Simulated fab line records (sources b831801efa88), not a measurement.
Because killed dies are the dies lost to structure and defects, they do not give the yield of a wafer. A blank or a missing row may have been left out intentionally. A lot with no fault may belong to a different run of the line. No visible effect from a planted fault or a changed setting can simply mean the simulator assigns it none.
Chamber matching / flow sky130 / SKY_POLY_GATE_ETCH_17 on rie_si-01: 4 sister chambers
The step etches poly-Si in HBr/Cl2, stops on SiO2, target depth 180 nm, time 70.5 s. 8 wafers are shown with their chamber, then 8 later ones without.

EACH WAFER AND ITS CHAMBER
wafer=L587.3; chamber=3; oes_product_au (a.u.)=0.996; throttle_valve_pct (%)=33.682
wafer=L592.2; chamber=3; oes_product_au (a.u.)=0.978; throttle_valve_pct (%)=33.686
wafer=L592.6; chamber=0; oes_product_au (a.u.)=0.986; throttle_valve_pct (%)=33.686
wafer=L593.5; chamber=0; oes_product_au (a.u.)=0.995; throttle_valve_pct (%)=33.692
wafer=L594.2; chamber=2; oes_product_au (a.u.)=0.996; throttle_valve_pct (%)=33.692
wafer=L594.5; chamber=2; oes_product_au (a.u.)=0.994; throttle_valve_pct (%)=33.676
wafer=L594.6; chamber=1; oes_product_au (a.u.)=0.985; throttle_valve_pct (%)=33.676
wafer=L595.1; chamber=1; oes_product_au (a.u.)=0.992; throttle_valve_pct (%)=33.697

WAFERS MISSING THEIR CHAMBER
wafer=L595.2; oes_product_au (a.u.)=0.986; throttle_valve_pct (%)=33.690
wafer=L595.3; oes_product_au (a.u.)=0.990; throttle_valve_pct (%)=33.686
wafer=L599.1; oes_product_au (a.u.)=0.994; throttle_valve_pct (%)=33.666
wafer=L599.3; oes_product_au (a.u.)=0.988; throttle_valve_pct (%)=33.679
wafer=L599.6; oes_product_au (a.u.)=0.982; throttle_valve_pct (%)=33.681
wafer=L603.4; oes_product_au (a.u.)=1.015; throttle_valve_pct (%)=33.676
wafer=L603.5; oes_product_au (a.u.)=1.012; throttle_valve_pct (%)=33.692
wafer=L603.6; oes_product_au (a.u.)=1.004; throttle_valve_pct (%)=33.689

WHICH CHAMBER EACH ONE RAN IN
wafer=L595.2; from the rows above=can't be placed: 1 or 0 or 3 or 2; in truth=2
wafer=L595.3; from the rows above=can't be placed: 1 or 0 or 3 or 2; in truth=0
wafer=L599.1; from the rows above=can't be placed: 2 or 3 or 1 or 0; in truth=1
wafer=L599.3; from the rows above=can't be placed: 3 or 1 or 2 or 0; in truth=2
wafer=L599.6; from the rows above=can't be placed: 3 or 1 or 0 or 2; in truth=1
wafer=L603.4; from the rows above=can't be placed: 2 or 0 or 1 or 3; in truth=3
wafer=L603.5; from the rows above=can't be placed: 2 or 0 or 1 or 3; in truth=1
wafer=L603.6; from the rows above=can't be placed: 2 or 0 or 1 or 3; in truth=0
Correct placement for 0 of the 8. Cannot be placed on the basis of these rows: 8; the candidates contain the true chamber in 8. 0 placed wrongly.
How it was worked out, from the rows above alone: a wafer's distance from a chamber is the root of the sum, over the readings, of the square of ((its reading less the chamber's mean) divided by the reading's scatter). If the next closest chamber is less than 2 further off than the closest, the wafer can't be placed; otherwise it belongs to the closest. The mean given for a chamber averages the wafers shown for that chamber. How the scatter is found: for the shown wafers, subtract from each reading the mean of its chamber, square and add these, divide the total by (wafers less chambers), then take the root.
